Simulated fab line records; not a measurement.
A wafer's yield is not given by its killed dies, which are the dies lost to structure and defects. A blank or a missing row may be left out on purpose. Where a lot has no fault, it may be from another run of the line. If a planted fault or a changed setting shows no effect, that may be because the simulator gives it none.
Problem report, 8D (eight disciplines) form, completed by code + flow gf180mcu + the parts of the form that need people (team, actions taken, sign-off) are left out

== 1. THE PROBLEM ==
At GF_MVSD_STRIP_10, stripTimeToEndpointS averages 42.61 s over 6 wafers from 2 lots, while fault-free wafers read 36.94 s, standard deviation 0.092. Relative to the usual mean, that is a shift of +62 standard deviations.
The step: strips in O2/N2.
Seen first at day 6 14:38 on plasmaAsher-03, wafer L898.4. The record has a number at this step for 42 wafers belonging to 14 lots. Rule for "out", or "out of limits": more than 4 standard deviations from the usual mean. The other wafers with a number count as sound.

== 2. WHAT IT IS AND WHAT IT IS NOT ==
| question                    | is                                 | is not                                                                                                         |
|-----------------------------|------------------------------------|----------------------------------------------------------------------------------------------------------------|
| which readings at this step | stripTimeToEndpointS, oesProductAu | drypumpMotorCurrentA, heaterPowerW, n2FlowSccm                                                                 |
| which lots                  | L898, L900                         | L889, L890, L891, L896, L902, L903, L905, L906, L907, L909, L911, L912                                         |
| which wafers of those lots  | all that have a number             | -                                                                                                              |
| read on which tools         | plasmaAsher-03                     | plasmaAsher-01, plasmaAsher-02                                                                                 |
| when                        | from day 6 14:38                   | up to then (12 sound wafers); but 24 sound wafers of L902, L903, L905, L906, L907, L909, L911, L912 came after |

== 3. SUSPECTS, AND WHAT RULES EACH OUT ==
Counting: a tool stays on the suspect list if, at a process step up to the reading, it processed all lots that are out and no sound lot following the first of them.
- plasmaAsher-03 at GF_MVSD_STRIP_10 (strips in O2/N2): ruled out as a lasting fault. The sound lots L912 went through it after L898, its earliest lot that is out (day 6 14:38).
Left after counting: nothing in the record.

== 4. THE CAUSE (what the simulator had put in) ==
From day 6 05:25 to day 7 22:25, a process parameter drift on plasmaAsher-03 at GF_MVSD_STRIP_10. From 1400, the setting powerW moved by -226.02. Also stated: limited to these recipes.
Counting ruled it out, wrongly.

== 5. THE EFFECT CHAIN, in route order ==
Each row: a reading where the mean over the struck wafers with a number is more than 3 standard deviations away from the usual. Scope: only readings with a usual standard deviation given in the record; hours: median across lots of the time from each lot's start at the first step in this table that gives one to its start at this step; sigmas: change in usual standard deviations.
| hours | step             | reading              | usual      | on struck wafers | change | sigmas |
|-------|------------------|----------------------|------------|------------------|--------|--------|
| 0     | GF_MVSD_STRIP_10 | oesProductAu         | 0.722 a.u. | 0.659            | -0.063 | -15    |
| 0     | GF_MVSD_STRIP_10 | stripTimeToEndpointS | 36.94 s    | 42.61            | +5.67  | +62    |
Its process steps:
- GF_MVSD_STRIP_10: strips in O2/N2.
Later steps that measure or inspect, where all struck wafers having a row at the step show a number for every such reading and not one has moved that far: GF_SALICIDE_RS_MEAS_04, GF_CONTACT_OVL_MEAS_15.

== 6. HOW IT WOULD HAVE BEEN CAUGHT EARLIER ==
In this record no reading fell out of limits until day 6 14:38, 9 hours after the fault had begun at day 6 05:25.
